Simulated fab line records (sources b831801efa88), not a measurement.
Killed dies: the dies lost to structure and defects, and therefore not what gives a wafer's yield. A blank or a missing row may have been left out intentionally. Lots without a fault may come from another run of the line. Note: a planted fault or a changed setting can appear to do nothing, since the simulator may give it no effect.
A lot that was struck, set against a sound lot	flow sky130	15 out of 708 route steps
Sound: wafers L241.4, L241.5, L241.6. Wafers L244.2, L244.4, L244.5 were the ones struck. At the end, the cause is stated.
Order at every step that has rows: each side's tool, ch and its chambers, its first start. Under that, the readings that differ: sound wafers	struck wafers	difference of the means	sigmas: that difference in standard deviations of wafers without a fault.
alike: words and numbers the same on both sides, and readings whose means are apart by under 2 such deviations; not compared: readings that were withheld, readings missing a value for some wafer, numbers with overlapping values and no deviation given by the record, and bounds like >300 which may hide the same value.
Wherever a step has rows on one side only, a row that says differs or no value, or a row with sigmas, the two part there. When numbers do not overlap yet have no deviation, they are printed without sigmas and do not part them. A reading missing from all wafers of one side parts the sides only when that side holds two or more wafers.

SKY_METAL4_ETCH_16: etches BARC in N2/H2, stops on SiO2, time 88.2 s, target depth 60 nm.
  sound on rie metal-01 ch 0,1, day 44 08:52; struck on rie metal-04 ch 1, day 45 00:43
  alike: drypump motor current A, oes product au, throttle valve pct
  not compared: rf hours counter h
SKY_METAL4_ETCH_17: etches SiO2 in C4F8/O2/Ar, stops on TiN, time 3.9 s, target depth 15 nm.
  sound on rie diel-04 ch 0,1, day 44 08:55; struck on rie diel-04 ch 2,3, day 45 00:49
  alike: oes product au
  not compared: rf hours counter h
SKY_METAL4_METAL_ETCH_18: etches the open film in Cl2/BCl3, stops on SiO2, target depth 845 nm, time 183.1 s.
  sound on rie metal-04 ch 0,1, day 44 09:00; struck on rie metal-01 ch 0, day 45 00:54
  alike: drypump motor current A, oes product au, throttle valve pct
  not compared: rf hours counter h
SKY_METAL4_STRIP_19: strips in O2/N2.
  sound on plasma asher-02 ch 0,1, day 44 09:09; struck on plasma asher-01 ch 0,1, day 45 01:12
  alike: drypump motor current A, oes product au, strip time to endpoint s
  not compared: rf hours counter h
then, 4 steps without rows for these wafers: SKY_METAL4_STRIP_20 (strips in post etch residue remover, time 1200 s); SKY_METAL4_CLEAN_21 (cleans in IPA, time 180 s); SKY_METAL4_CLEAN_22 (cleans in O3/DIW); SKY_VIA4_HDPCVD_00 (deposits SiO2, target thk 1750 nm, time 291.7 s).
SKY_VIA4_THK_MEAS_01:
  sound: film metro-03 at day 44 09:56; struck: film metro-02 at day 45 02:01
  alike: VIA4_HDPCVD_THK
SKY_VIA4_CMP_02: polishes SiO2.
  sound on cmp-01 ch 0,1,3, day 44 10:04; struck on cmp-01 ch 0,2,3, day 45 02:04
  alike: motor current A, platen rpm, slurry filter dp kPa
SKY_VIA4_BOW_MEAS_03:
  sound: film metro-03 at day 44 10:19; struck: film metro-03 at day 45 02:23
  alike: VIA4_BOW
then, 1 step without rows for these wafers: SKY_VIA4_DEHYDRATE_04 (time 60 s).
SKY_VIA4_HMDS_05: prime time 60 s.
  sound on litho track-04 ch 0, day 44 21:01; struck on litho track-04 ch 0, day 45 12:31
reading	sound	struck	difference	sigmas
prime temp c (C)	120.11 120.10 120.17	118.20 118.38 118.46	-1.78	-14
  alike: exhaust pa
then, 1 step without rows for these wafers: SKY_VIA4_COAT_06 (resist thk 1140 nm).
-- the record jumps here: 3 days lie between the struck wafers' starts before and after (it left off in module VIA4 and takes up again in module PAD_OPEN, whose first step shown is number 708 of the route) --
SKY_PAD_OPEN_PROBE_99:
  the record has rows for the struck wafers here (prober-02, day 48 14:43) and none for the sound ones

WHERE THEY PART
Last at SKY_PAD_OPEN_PROBE_99 as far as this record goes, first at SKY_VIA4_HMDS_05.

WHY: what the simulator had put in
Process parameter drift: litho track-04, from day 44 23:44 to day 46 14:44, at SKY_VIA4_HMDS_05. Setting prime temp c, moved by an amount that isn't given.
